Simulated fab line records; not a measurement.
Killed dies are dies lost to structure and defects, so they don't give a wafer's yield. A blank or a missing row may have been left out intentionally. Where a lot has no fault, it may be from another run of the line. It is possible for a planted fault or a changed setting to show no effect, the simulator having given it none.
fab line records | flow sky130
record lots=7 wafers=21 lastDay=50
route steps=708 shown VT_ADJUST_HVTR@140 VT_ADJUST_PCH@143 SONOS_TUNNEL@154 SONOS_ONO@168 PAD_OPEN@708
lots that met no fault: taken from a fault-free run of the same line
startH: hours from the record's first day to the start of the lot's first wafer shown | waitH: hours since the lot's step before | " repeats the value in the row above | L1.1+2: a row that stands for several wafers | - either no value or no given start | * or withheld: withheld | < > ~ a bound
route shown NAME@n: a module of which the file shows steps, and the number in the route of the first | usual: the fault-free wafers' mean and standard deviation | same: alike in all rows | chamber/n: place in a boat | sites: each site's reading | _std_site: the values' standard deviation | _edge_site: mean of outer sites minus mean of inner sites | radiusMm: how far each site lies from the wafer's centre | mask NAME#n: copy n | behind: the most recent tool/chamber to have shaped the wafer | hold: reason for holding the lot/hours on hold/outcome of the hold | device: the transistor (n, p or np) that didn't switch | end of line: the tests these same wafers got at the end of their route | step lacking rows: just its recipe | killed: not the wafer's yield, but the dies lost to structure and defects at the first sort | map: dies across one wafer; x = killed, . = not, _ = none there
set.NAME: setting as actually run; set.NAME@STEP: the setting as run at that earlier step | model.NAME: the simulator's own value behind a step, which no gauge read
lots at some steps of the route; a table a step, a row a wafer
services: when a tool's chamber went out of use (startH, in hours from the record's first day, below 0 if earlier), for how many hours, and the reason
## steps
# step SKY_VT_ADJUST_HVTR_IMPLANT_09
# recipe species=B energyKev=10 doseCm2=2.1e+12 tiltDeg=withheld
# step SKY_VT_ADJUST_HVTR_STRIP_10
# recipe chemistry=O2/N2 powerW=1400 pressureMtorr=1500 platenTempC=withheld o2FlowSccm=3000 n2FlowSccm=300 overashFraction=0.5
# usual chamberPressureMTorr=1499.9/1.4 drypumpMotorCurrentA=5.4/0.47 oesProductAu=0.715/0.0042 stripTimeToEndpointS=14.18/0.047
# columns lot.wafer tool chamber startH waitH chamberPressureMTorr drypumpMotorCurrentA oesProductAu rfHoursCounterH stripTimeToEndpointS
L626.4 plasmaAsher-04 1 203.34 0.1 1502.2 4.7 0.708 - 14.16
L626.5 " 0 " " 1497.2 5.2 0.724 - 14.16
L626.6 " 1 " " 1501.0 4.7 0.710 - 14.15
L627.1 plasmaAsher-04 1 213.07 0.1 1497.9 4.7 0.714 10 14.18
L627.2 " 0 " " 1499.0 5.2 0.710 10 14.14
L627.6 " 0 " " 1498.8 5.2 0.717 - 14.16
L633.2 plasmaAsher-03 0 277.36 0.1 1500.1 6.0 0.724 46 14.05
L633.3 " 1 " " 1500.2 5.5 0.711 - 14.09
L633.5 " 1 " " 1499.6 5.5 0.713 - 14.10
L635.1 plasmaAsher-04 1 280.36 0.1 1502.3 4.7 0.712 17 14.21
L635.4 " 0 " " 1496.9 5.2 0.715 - 14.23
L635.5 " 0 " " 1498.6 5.2 0.714 - 14.22
L636.2 plasmaAsher-01 0 281.47 0.1 1500.6 5.4 0.721 56 14.20
L636.3 " 1 " " 1497.2 6.0 0.714 - 14.16
L636.5 " 0 " " 1499.8 5.4 0.713 - 14.15
L645.1 plasmaAsher-04 1 347.62 0.1 1498.4 4.7 0.711 24 14.17
L645.2 " 0 " " 1499.5 5.2 0.705 24 14.20
L645.5 " 1 " " 1501.3 4.7 0.714 - 14.12
L647.2 plasmaAsher-03 0 363.42 0.1 1498.3 6.1 0.718 54 14.17
L647.4 " 1 " " 1497.8 5.6 0.719 - 14.17
L647.6 " 1 " " 1500.4 5.6 0.714 - 14.22
# step SKY_VT_ADJUST_HVTR_TW_MEAS_11
# usual VT_ADJUST_HVTR_TW=210.1/1.4
# columns lot.wafer tool chamber startH waitH VT_ADJUST_HVTR_TW
L626.4 filmMetro-04 - 203.44 0.1 208.8
L626.5 " - " " 209.9
L626.6 " - " " 210.7
L627.1 filmMetro-01 - 213.17 0.1 208.8
L627.2 " - " " 208.4
L627.6 " - " " 209.8
L633.2 filmMetro-02 - 277.47 0.1 213.4
L633.3 " - " " 212.2
L633.5 " - " " 211.8
L635.1 filmMetro-04 - 280.46 0.1 209.1
L635.4 " - " " 209.0
L635.5 " - " " 209.0
L636.2 filmMetro-01 - 281.58 0.1 210.6
L636.3 " - " " 210.2
L636.5 " - " " 210.4
L645.1 filmMetro-01 - 347.72 0.1 209.7
L645.2 " - " " 210.2
L645.5 " - " " 209.1
L647.2 filmMetro-01 - 363.53 0.1 209.6
L647.4 " - " " 209.4
L647.6 " - " " 209.6
# step SKY_VT_ADJUST_PCH_DEHYDRATE_00
# recipe tempC=200 timeS=60
# step SKY_VT_ADJUST_PCH_HMDS_01
# recipe primeTimeS=60 primeTempC=120
# step SKY_VT_ADJUST_PCH_COAT_02
# recipe spinRpm=2000 resistThkNm=3000
# step SKY_VT_ADJUST_PCH_SOFTBAKE_03
# recipe tempC=110 timeS=withheld
# step SKY_VT_ADJUST_PCH_EXPOSE_04
# recipe maskId=NWM na=0.6 sourceShape=conventional sigmaOuter=0.6 polarization=unpolarized targetCdNm=840 doseMj=255
# step SKY_VT_ADJUST_PCH_PEB_05
# recipe tempC=115 timeS=withheld
# step SKY_VT_ADJUST_PCH_DEVELOP_06
# recipe wallAngleDeg=90 developer=TMAH developTimeS=60 devTempC=23
# step SKY_VT_ADJUST_PCH_OVL_MEAS_07
# usual VT_ADJUST_PCH_OVL=0.0/1.4
# columns lot.wafer tool chamber startH waitH VT_ADJUST_PCH_OVL[nm]
L626.4 overlay-01 - 226.03 - -0.7
L626.5 " - " " -1.2
L626.6 " - " " -1.6
L627.1 overlay-02 - 235.36 - -2.1
L627.2 " - " " 0.4
L627.6 " - " " -0.3
L633.2 overlay-01 - 302.41 - 0.0
L633.3 " - " " -1.7
L633.5 " - " " 0.0
L635.1 overlay-02 - 305.86 - 1.0
L635.4 " - " " 0.2
L635.5 " - " " 1.1
L636.2 overlay-01 - 307.17 - 1.0
L636.3 " - " " 0.8
L636.5 " - " " -0.9
L645.1 overlay-01 - 375.21 - -1.6
L645.2 " - " " 0.7
L645.5 " - " " 0.4
L647.2 overlay-01 - 392.52 - -0.3
L647.4 " - " " -1.0
L647.6 " - " " 1.0
# step SKY_VT_ADJUST_PCH_IMPLANT_08
# recipe species=B energyKev=10 doseCm2=5e+11 tiltDeg=withheld
# step SKY_VT_ADJUST_PCH_STRIP_09
# recipe chemistry=O2/N2 powerW=1400 pressureMtorr=1500 platenTempC=withheld o2FlowSccm=3000 n2FlowSccm=300 overashFraction=0.5
# usual chamberPressureMTorr=1499.9/1.3 drypumpMotorCurrentA=5.4/0.42 oesProductAu=0.722/0.0041 stripTimeToEndpointS=36.97/0.11
# columns lot.wafer tool chamber startH waitH chamberPressureMTorr drypumpMotorCurrentA oesProductAu rfHoursCounterH stripTimeToEndpointS
L626.4 plasmaAsher-01 0 226.23 0.1 1499.2 5.4 0.724 - 37.02
L626.5 " 1 " " 1499.9 6.0 0.724 - 36.86
L626.6 " 0 " " 1500.4 5.4 0.720 - 36.91
L627.1 plasmaAsher-04 0 235.55 0.1 1501.4 5.2 0.721 13 36.98
L627.2 " 1 " " 1501.5 4.7 0.722 13 36.96
L627.6 " 0 " " 1499.8 5.2 0.718 - 37.00
L633.2 plasmaAsher-04 1 302.59 0.1 1501.8 4.7 0.721 19 36.93
L633.3 " 0 " " 1498.7 5.2 0.720 - 36.86
L633.5 " 1 " " 1500.3 4.7 0.726 - 36.96
L635.1 plasmaAsher-04 1 306.05 0.1 1498.8 4.7 0.720 19 36.95
L635.4 " 0 " " 1502.0 5.2 0.720 - 36.96
L635.5 " 0 " " 1499.8 5.2 0.716 - 37.04
L636.2 plasmaAsher-04 0 307.35 0.1 1501.3 5.2 0.720 19 37.01
L636.3 " 1 " " 1498.3 4.7 0.725 - 36.96
L636.5 " 1 " " 1500.4 4.7 0.720 - 36.81
L645.1 plasmaAsher-01 1 375.40 0.1 1501.0 6.0 0.717 65 37.00
L645.2 " 0 " " 1499.4 5.4 0.723 65 36.94
L645.5 " 0 " " 1500.7 5.4 0.717 - 36.82
L647.2 plasmaAsher-02 0 392.70 0.1 1500.7 5.5 0.719 70 36.90
L647.4 " 0 " " 1498.1 5.5 0.718 - 36.93
L647.6 " 1 " " 1498.0 5.7 0.723 - 36.84
# step SKY_VT_ADJUST_PCH_TW_MEAS_10
# usual VT_ADJUST_PCH_TW=143.2/1.1
# columns lot.wafer tool chamber startH waitH VT_ADJUST_PCH_TW
L626.4 filmMetro-01 - 226.33 0.1 142.4
L626.5 " - " " 142.2
L626.6 " - " " 142.0
L627.1 filmMetro-03 - 235.65 0.1 144.7
L627.2 " - " " 144.7
L627.6 " - " " 145.5
L633.2 filmMetro-02 - 302.70 0.1 142.7
L633.3 " - " " 142.4
L633.5 " - " " 143.5
L635.1 filmMetro-01 - 306.15 0.1 142.0
L635.4 " - " " 142.6
L635.5 " - " " 142.7
L636.2 filmMetro-03 - 307.46 0.1 144.7
L636.3 " - " " 145.1
L636.5 " - " " 145.1
L645.1 filmMetro-01 - 375.50 0.1 141.8
L645.2 " - " " 141.8
L645.5 " - " " 141.7
L647.2 filmMetro-03 - 392.81 0.1 143.8
L647.4 " - " " 142.8
L647.6 " - " " 143.9
# step SKY_SONOS_TUNNEL_DEHYDRATE_00
# recipe tempC=200 timeS=60
# step SKY_SONOS_TUNNEL_HMDS_01
# recipe primeTimeS=60 primeTempC=120
# step SKY_SONOS_TUNNEL_COAT_02
# recipe resist=NOVOLAK spinRpm=3000 resistThkNm=1140
# step SKY_SONOS_TUNNEL_SOFTBAKE_03
# recipe tempC=90 timeS=60 resist=NOVOLAK
# step SKY_SONOS_TUNNEL_EXPOSE_04
# recipe maskId=TUNM na=0.6 sourceShape=conventional sigmaOuter=0.6 polarization=unpolarized targetCdNm=410 doseMj=136
# step SKY_SONOS_TUNNEL_PEB_05
# recipe tempC=withheld timeS=* resist=NOVOLAK
# step SKY_SONOS_TUNNEL_DEVELOP_06
# recipe resist=NOVOLAK developer=TMAH developTimeS=60 devTempC=23
# step SKY_SONOS_TUNNEL_CD_MEAS_07
# recipe targetCdNm=410
# usual cdNm=409.6/2.2
# columns lot.wafer tool chamber startH waitH cdNm
L626.4 cdSem-01 - 249.82 0.1 405.1
L626.5 " - " " 405.6
L626.6 " - " " 406.8
L627.1 cdSem-02 - 259.21 0.1 409.8
L627.2 " - " " 408.1
L627.6 " - " " 410.1
L633.2 cdSem-01 - 328.48 0.1 409.5
L633.3 " - " " 408.7
L633.5 " - " " 410.5
L635.1 cdSem-01 - 332.36 0.1 409.3
L635.4 " - " " 409.3
L635.5 " - " " 411.9
L636.2 cdSem-02 - 333.53 0.1 407.8
L636.3 " - " " 409.1
L636.5 " - " " 408.7
L645.1 cdSem-01 - 403.76 0.1 410.3
L645.2 " - " " 410.0
L645.5 " - " " 411.3
L647.2 cdSem-01 - 422.23 0.1 411.0
L647.4 " - " " 409.7
L647.6 " - " " 409.0
# step SKY_SONOS_TUNNEL_OVL_MEAS_08
# usual SONOS_TUNNEL_OVL=0.0/1.4
# columns lot.wafer tool chamber startH waitH SONOS_TUNNEL_OVL[nm]
L626.4 overlay-01 - 249.90 0.1 1.3
L626.5 " - " " 0.0
L626.6 " - " " 0.2
L627.1 overlay-01 - 259.33 0.1 -1.9
L627.2 " - " " 0.0
L627.6 " - " " -0.4
L633.2 overlay-01 - 328.59 0.1 -0.3
L633.3 " - " " 1.1
L633.5 " - " " 1.0
L635.1 overlay-01 - 332.48 0.1 -0.9
L635.4 " - " " -1.0
L635.5 " - " " -2.1
L636.2 overlay-01 - 333.64 0.1 1.3
L636.3 " - " " 0.6
L636.5 " - " " 1.6
L645.1 overlay-02 - 403.88 0.1 0.5
L645.2 " - " " 1.8
L645.5 " - " " -0.3
L647.2 overlay-01 - 422.33 0.1 -2.7
L647.4 " - " " -0.7
L647.6 " - " " -0.7
# step SKY_SONOS_TUNNEL_IMPLANT_09
# recipe species=B energyKev=20 doseCm2=1e+12 tiltDeg=withheld
# step SKY_SONOS_TUNNEL_WET_ETCH_10
# recipe chemistry=dHF targetDepthNm=14 target=SiO2 dilution=100:1 tempC=25 timeS=280
# step SKY_SONOS_TUNNEL_STRIP_11
# recipe chemistry=SPM timeS=600 tempC=130
# step SKY_SONOS_TUNNEL_TW_MEAS_12
# usual SONOS_TUNNEL_TW=197.6/2.1
# columns lot.wafer tool chamber startH waitH SONOS_TUNNEL_TW
L626.4 filmMetro-03 - 250.37 0.0 198.5
L626.5 " - " " 198.2
L626.6 " - " " 198.2
L627.1 filmMetro-02 - 259.79 0.0 197.6
L627.2 " - " " 197.9
L627.6 " - " " 197.7
L633.2 filmMetro-04 - 329.04 0.0 194.8
L633.3 " - " " 194.9
L633.5 " - " " 195.3
L635.1 filmMetro-03 - 332.93 0.0 199.9
L635.4 " - " " 199.2
L635.5 " - " " 198.9
L636.2 filmMetro-03 - 334.12 0.0 200.3
L636.3 " - " " 199.7
L636.5 " - " " 199.9
L645.1 filmMetro-02 - 404.33 0.0 198.7
L645.2 " - " " 198.7
L645.5 " - " " 200.3
L647.2 filmMetro-04 - 422.79 0.0 196.0
L647.4 " - " " 195.0
L647.6 " - " " 195.5
# step SKY_SONOS_TUNNEL_CLEAN_13
# recipe chemistry=dHF timeS=20 dilution=100:1 dry=ipaMarangoni
# step SKY_SONOS_ONO_OXIDATION_00
# recipe tempC=800 ambient=O2 idleTempC=700 rampUpCPerMin=10 rampDownCPerMin=3 stabiliseS=600 purgeS=300 targetThkA=26 oxTimeS=1249
# step SKY_SONOS_ONO_THK_MEAS_01
# recipe reads=SiO2_of_SONOS_ONO_OXIDATION_00
# usual SONOS_ONO_OXIDATION_THK=2.59/0.064
# columns lot.wafer tool chamber startH waitH SONOS_ONO_OXIDATION_THK[nm]
L626.4 filmMetro-01 - 253.68 0.0 2.66
L626.5 " - " " 2.58
L626.6 " - " " 2.58
L627.1 filmMetro-03 - 261.74 0.0 2.65
L627.2 " - " " 2.64
L627.6 " - " " 2.63
L633.2 filmMetro-04 - 330.46 0.0 2.51
L633.3 " - " " 2.54
L633.5 " - " " 2.58
L635.1 filmMetro-01 - 335.44 0.0 2.50
L635.4 " - " " 2.44
L635.5 " - " " 2.47
L636.2 filmMetro-01 - 338.00 0.0 2.66
L636.3 " - " " 2.67
L636.5 " - " " 2.64
L645.1 filmMetro-01 - 406.57 0.0 2.51
L645.2 " - " " 2.62
L645.5 " - " " 2.54
L647.2 filmMetro-04 - 424.21 0.0 2.62
L647.4 " - " " 2.60
L647.6 " - " " 2.59
# step SKY_SONOS_ONO_CVD_02
# recipe material=Si3N4 precursor=DCS/NH3 targetThkNm=10.5 tempC=770 timeS=180 pressureMtorr=250
# step SKY_SONOS_ONO_THK_MEAS_03
# recipe reads=Si3N4_of_SONOS_ONO_CVD_02
# usual SONOS_ONO_CVD_02_THK=10.57/0.16
# columns lot.wafer tool chamber startH waitH SONOS_ONO_CVD_02_THK[nm]
L626.4 filmMetro-04 - 256.59 0.0 10.61
L626.5 " - " " 10.67
L626.6 " - " " 10.57
L627.1 filmMetro-03 - 262.85 0.0 10.78
L627.2 " - " " 10.61
L627.6 " - " " 10.82
L633.2 filmMetro-04 - 333.23 0.0 10.49
L633.3 " - " " 10.57
L633.5 " - " " 10.50
L635.1 filmMetro-04 - 337.41 0.0 10.66
L635.4 " - " " 10.67
L635.5 " - " " 10.45
L636.2 filmMetro-03 - 339.11 0.0 10.22
L636.3 " - " " 10.37
L636.5 " - " " 10.33
L645.1 filmMetro-01 - 407.68 0.0 10.21
L645.2 " - " " 10.41
L645.5 " - " " 10.23
L647.2 filmMetro-04 - 425.32 0.0 10.52
L647.4 " - " " 10.52
L647.6 " - " " 10.49
# step SKY_SONOS_ONO_CVD_04
# recipe material=SiO2 precursor=SiH4/N2O targetThkNm=5.7199 tempC=900 pressureMtorr=400
# step SKY_SONOS_ONO_THK_MEAS_05
# recipe reads=SiO2_of_SONOS_ONO_CVD_04
# usual SONOS_ONO_CVD_04_THK=5.69/0.11
# columns lot.wafer tool chamber startH waitH SONOS_ONO_CVD_04_THK[nm]
L626.4 filmMetro-03 - 257.90 0.0 5.56
L626.5 " - " " 5.73
L626.6 " - " " 5.71
L627.1 filmMetro-03 - 264.16 0.0 5.47
L627.2 " - " " 5.56
L627.6 " - " " 5.64
L633.2 filmMetro-03 - 334.54 0.0 5.85
L633.3 " - " " 5.81
L633.5 " - " " 5.95
L635.1 filmMetro-03 - 338.72 0.0 5.70
L635.4 " - " " 5.73
L635.5 " - " " 5.88
L636.2 filmMetro-01 - 340.42 0.0 5.77
L636.3 " - " " 5.70
L636.5 " - " " 5.81
L645.1 filmMetro-04 - 409.62 0.0 5.60
L645.2 " - " " 5.45
L645.5 " - " " 5.64
L647.2 filmMetro-01 - 426.63 0.0 5.60
L647.4 " - " " 5.61
L647.6 " - " " 5.65
# step SKY_SONOS_ONO_DEHYDRATE_06
# recipe tempC=200 timeS=60
# step SKY_SONOS_ONO_HMDS_07
# recipe primeTimeS=60 primeTempC=120
# step SKY_SONOS_ONO_COAT_08
# recipe resist=NOVOLAK spinRpm=3000 resistThkNm=1140
# step SKY_SONOS_ONO_SOFTBAKE_09
# recipe tempC=90 timeS=60 resist=NOVOLAK
# step SKY_SONOS_ONO_EXPOSE_10
# recipe maskId=ONOM targetCdNm=410 na=0.6 sourceShape=conventional sigmaOuter=0.6 doseMj=150
# step SKY_SONOS_ONO_PEB_11
# recipe tempC=withheld timeS=* resist=NOVOLAK
# step SKY_SONOS_ONO_DEVELOP_12
# recipe developTimeS=60 devTempC=23
# step SKY_SONOS_ONO_CD_MEAS_13
# recipe targetCdNm=410
# usual cdNm=409.5/2.2
# columns lot.wafer tool chamber startH waitH cdNm
L626.4 cdSem-01 - 281.67 0.1 410.8
L626.5 " - " " 409.7
L626.6 " - " " 409.5
L627.1 cdSem-01 - 288.26 0.1 410.0
L627.2 " - " " 409.6
L627.6 " - " " 410.0
L633.2 cdSem-01 - 360.72 0.1 411.2
L633.3 " - " " 407.1
L633.5 " - " " 408.3
L635.1 cdSem-02 - 365.81 0.1 409.2
L635.4 " - " " 409.8
L635.5 " - " " 410.0
L636.2 cdSem-02 - 367.72 0.1 410.9
L636.3 " - " " 413.2
L636.5 " - " " 412.5
L645.1 cdSem-02 - 439.46 0.1 406.0
L645.2 " - " " 406.1
L645.5 " - " " 407.6
L647.2 cdSem-01 - 457.52 0.1 410.5
L647.4 " - " " 408.6
L647.6 " - " " 409.4
# step SKY_PAD_OPEN_PROBE_99
# usual killed_at_M0_to_M3=42/6.6 killed_at_M4_up=3.0/1.8 killedAtContacts=25/5.1 killedAtFrontEnd=15/4.4 killedAtOther=0.3/0.56 killedDies=86/8.6 killedOpen=47/6.9 killedShort=38/6
# same grossDies=492 killedAtBackSide=0
# columns lot.wafer tool chamber startH waitH killed_at_M0_to_M3 killed_at_M4_up killedAtContacts killedAtFrontEnd killedAtOther killedDies killedOpen killedShort
L633.2 prober-01 - 1131.98 0.1 32 3 22 57 0 114 42 31
L633.3 prober-01 - 1132.03 0.2 37 1 17 76 1 132 44 26
L633.5 prober-01 - 1132.13 0.2 35 1 17 57 0 110 41 25
L636.2 prober-02 - 1143.58 0.1 24 1 28 82 0 135 38 36
L636.3 prober-02 - 1143.63 0.2 42 4 23 49 0 118 42 36
L636.5 prober-02 - 1143.73 0.2 42 1 28 52 0 123 47 35
L635.1 prober-01 - 1144.61 0.1 42 2 25 51 0 120 35 49
L635.4 prober-01 - 1144.76 0.2 38 0 23 66 2 129 37 39
L635.5 prober-01 - 1144.81 0.2 39 4 24 74 0 141 50 32
L645.1 prober-01 - 1182.81 0.1 38 4 31 15 0 88 49 39
L645.2 prober-01 - 1182.86 0.1 48 3 19 13 1 84 47 37
L645.5 prober-01 - 1183.01 0.2 38 2 21 13 1 75 35 40
# killed by level:class
L633.2 VT_ADJUST_PCH:unspecified=41 VIA1:geometricParticle:open=9 VIA3:geometricParticle:open=7 FIELD_ISO:geometricParticle:short=6 LI_CONTACT:geometricParticle:open=6 CONTACT:geometricParticle:open=6 FIELD_ISO:geometricParticle:open=5 METAL2:geometricParticle:short=5
L633.3 VT_ADJUST_PCH:unspecified=62 VIA1:geometricParticle:open=12 CONTACT:geometricParticle:open=8 VIA2:geometricParticle:open=6 CONTACT:geometricParticle:short=5 METAL1:geometricParticle:short=5 VIA2:geometricParticle:short=4 VIA3:geometricParticle:open=4
L633.5 VT_ADJUST_PCH:unspecified=44 VIA1:geometricParticle:open=8 CONTACT:geometricParticle:open=7 VIA3:geometricParticle:open=6 LI_CONTACT:geometricParticle:open=5 METAL1:geometricParticle:short=5 METAL2:geometricParticle:short=5 FIELD_ISO:geometricParticle:short=4
L636.2 VT_ADJUST_PCH:unspecified=61 CONTACT:geometricParticle:open=8 FIELD_ISO:geometricParticle:short=7 CONTACT:geometricParticle:short=7 VIA1:geometricParticle:open=7 POLY_GATE:geometricParticle:open=6 POLY_GATE:geometricParticle:short=5 LI_CONTACT:geometricParticle:short=5
L636.3 VT_ADJUST_PCH:unspecified=39 VIA1:geometricParticle:open=10 CONTACT:geometricParticle:open=8 VIA2:geometricParticle:open=7 LOCAL_INTERCONNECT:geometricParticle:short=5 METAL1:geometricParticle:short=5 VIA3:geometricParticle:open=5 POLY_GATE:geometricParticle:short=4
L636.5 VT_ADJUST_PCH:unspecified=41 CONTACT:geometricParticle:open=9 VIA2:geometricParticle:open=9 VIA1:geometricParticle:short=8 LI_CONTACT:geometricParticle:open=7 LOCAL_INTERCONNECT:geometricParticle:short=7 VIA1:geometricParticle:open=7 POLY_GATE:geometricParticle:open=6
L635.1 VT_ADJUST_PCH:unspecified=36 METAL1:geometricParticle:short=9 CONTACT:geometricParticle:short=7 LI_CONTACT:geometricParticle:open=6 LOCAL_INTERCONNECT:geometricParticle:short=6 VIA3:geometricParticle:open=6 VIA1:geometricParticle:open=5 METAL2:geometricParticle:short=5
L635.4 VT_ADJUST_PCH:unspecified=52 LI_CONTACT:geometricParticle:open=8 VIA2:geometricParticle:open=7 CONTACT:geometricParticle:short=6 METAL2:geometricParticle:short=6 FIELD_ISO:geometricParticle:open=5 FIELD_ISO:geometricParticle:short=5 METAL1:geometricParticle:short=5
L635.5 VT_ADJUST_PCH:unspecified=59 VIA1:geometricParticle:open=13 LI_CONTACT:geometricParticle:open=11 CONTACT:geometricParticle:open=6 FIELD_ISO:geometricParticle:short=5 VIA2:geometricParticle:short=5 FIELD_ISO:geometricParticle:open=4 VIA3:geometricParticle:open=4
L645.1 CONTACT:geometricParticle:open=11 VIA2:geometricParticle:open=8 METAL1:geometricParticle:short=8 VIA1:geometricParticle:open=6 CONTACT:geometricParticle:short=6 LI_CONTACT:geometricParticle:open=5 POLY_GATE:geometricParticle:open=4 LI_CONTACT:geometricParticle:short=4
L645.2 VIA2:geometricParticle:open=12 VIA1:geometricParticle:open=9 LI_CONTACT:geometricParticle:open=7 CONTACT:geometricParticle:open=6 METAL1:geometricParticle:short=6 METAL2:geometricParticle:short=6 FIELD_ISO:geometricParticle:open=4 VIA1:geometricParticle:short=4
L645.5 METAL1:geometricParticle:short=10 CONTACT:geometricParticle:open=8 LI_CONTACT:geometricParticle:open=6 VIA1:geometricParticle:open=6 METAL2:geometricParticle:short=5 POLY_GATE:geometricParticle:short=4 LOCAL_INTERCONNECT:geometricParticle:short=4 VIA2:geometricParticle:short=4
# map L633.3 (x killed, . not)
__________.xx.xx...._________
________........xx.x.._______
______x...........x....._____
_____.........x...xx.x...____
____xx....x...............___
___......xx...xx.x.........__
__...x..x..................._
_.x..x....xx.................
_.xx..x..xxxx...x.........x..
_....x.xxxxx.xxx...x.........
_....xxxxxxxxxx..x......x.x..
_.x..xxxxxxxxxx.........xx...
_....xxxxxxxxxx...xx.x.......
_....xxxxxxxxxxx......x...x..
_.....xxxxxxxx.x..x..........
__.....x.x.x...x............_
___.........xx.x..........x__
____..x.....x.........x...___
_____.x.x....xx........xx____
______.....x........x..._____
________x............._______
__________.x...x.x.x_________
# map L635.5 (x killed, . not)
__________.........._________
________.x..x........._______
______....x..xx..x..x.xx_____
_____...........x....xx..____
____.xx...............x...___
___.xx...........x.x....x..__
__..x.....................xx_
_.x......xxx........x......xx
_.x.x.xx.xxx....x............
_..x.x.xxxxxxx....x..x.......
_...x.xxxxxxxx.....x...x....x
_.x.xxxxxxxxxxxx.x.......x...
_..x.xxxxxxxxxx......x.......
_....xxxxxxxxx.x.x...........
_x..x.xxxxxx.x...x...........
__.x.x..x..x.x....x...xx...._
___....x.x.x.......xx..x.x.__
____..x....x...xxx.x......___
_____.x........x....xx...____
______.....x..xx........_____
________...x.....xx..._______
__________.........x_________
## services
# columns tool chamber startH hours kind
plasmaAsher-03 - 306.46 2.3 repair
plasmaAsher-03 - 320.00 4.3 repair
plasmaAsher-04 - 330.72 1.5 repair
plasmaAsher-02 - 377.50 4.4 repair
## key
firstSign step=SKY_PAD_OPEN_PROBE_99 reading=killedAtFrontEnd direction=up sigmas=11 usual=15 struck=63
effect step=SKY_PAD_OPEN_PROBE_99 reading=killedDies direction=up sigmas=4.5 usual=86 struck=125
metAt SKY_VT_ADJUST_PCH_STRIP_09
struckWafers L633.2,L633.3,L633.5,L635.1,L635.4,L635.5,L636.2,L636.3,L636.5
testerLeftOut L633,L635,L636
onsetBetween 235.55 302.59
fault kind=chamberParticleSource tool=plasmaAsher-04 chamber=- onsetH=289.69 steps=SKY_VT_ADJUST_PCH_STRIP_09 ratePerVisitCm2=1.2932 endH=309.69
# testerLeftOut: of these lots the tester's yield and bins aren't shown, on N5 and GAA mostly nor the transistor test; their killed dies are dies lost to structure and defects alone, not to doping, threshold or leakage, so they don't give the yield
